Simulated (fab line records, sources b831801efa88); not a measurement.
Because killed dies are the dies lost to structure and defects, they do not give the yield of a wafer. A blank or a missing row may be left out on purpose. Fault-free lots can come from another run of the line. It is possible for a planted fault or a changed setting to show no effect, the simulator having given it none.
Matching of chambers -- flow sky130 -- 3 sister chambers for SKY_CAPM_CVD_00 on pecvd-04
The step deposits SiO2, target thk 15.5 nm. 20 wafers are shown with their chamber, then 10 later ones without.

== WAFERS, EACH WITH ITS CHAMBER ==
wafer,chamber,heater power w (W)
L075.1,0,741
L075.5,1,738
L075.6,2,862
L082.2,1,755
L082.4,1,764
L082.6,2,783
L083.3,2,793
L083.4,2,788
L083.5,0,774
L084.2,0,665
L084.3,2,833
L084.5,0,667
L087.1,0,788
L087.3,2,758
L087.4,1,696
L088.1,1,772
L088.3,0,682
L088.5,0,693
L089.2,1,763
L089.4,0,757

SIGNATURES (averages over the wafers above)
reading,chamber 0,chamber 1,chamber 2,scatter within a chamber
heater power w,720.88,748.00,802.83,40.9
Rule: for a wafer and a chamber, the distance is found by dividing, reading by reading, the gap between the wafer's reading and the chamber's mean by the reading's scatter, squaring, summing and taking the root. The wafer belongs to the nearest chamber; if the next one is less than 2 further off, it can't be placed. The scatter: the root of (the sum of the squares of (reading less its chamber's mean) over the shown wafers, divided by (wafers less chambers)).

== WAFERS WITH NO CHAMBER GIVEN ==
wafer,heater power w (W)
L089.5,751
L092.1,758
L092.3,708
L092.5,687
L094.1,816
L094.2,780
L094.3,737
L094.4,821
L094.5,795
L094.6,724

== WHICH CHAMBER EACH WENT THROUGH ==
wafer,from the rows above,in truth
L089.5,can't be placed: 1 or 0 or 2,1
L092.1,can't be placed: 1 or 0 or 2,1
L092.3,can't be placed: 0 or 1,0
L092.5,can't be placed: 0 or 1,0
L094.1,can't be placed: 2 or 1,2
L094.2,can't be placed: 2 or 1 or 0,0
L094.3,can't be placed: 1 or 0 or 2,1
L094.4,can't be placed: 2 or 1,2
L094.5,can't be placed: 2 or 1 or 0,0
L094.6,can't be placed: 0 or 1 or 2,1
0 of 10 placed correctly. Cannot be placed on the basis of these rows: 10; the candidates contain the true chamber in 10. 0 placed wrongly.
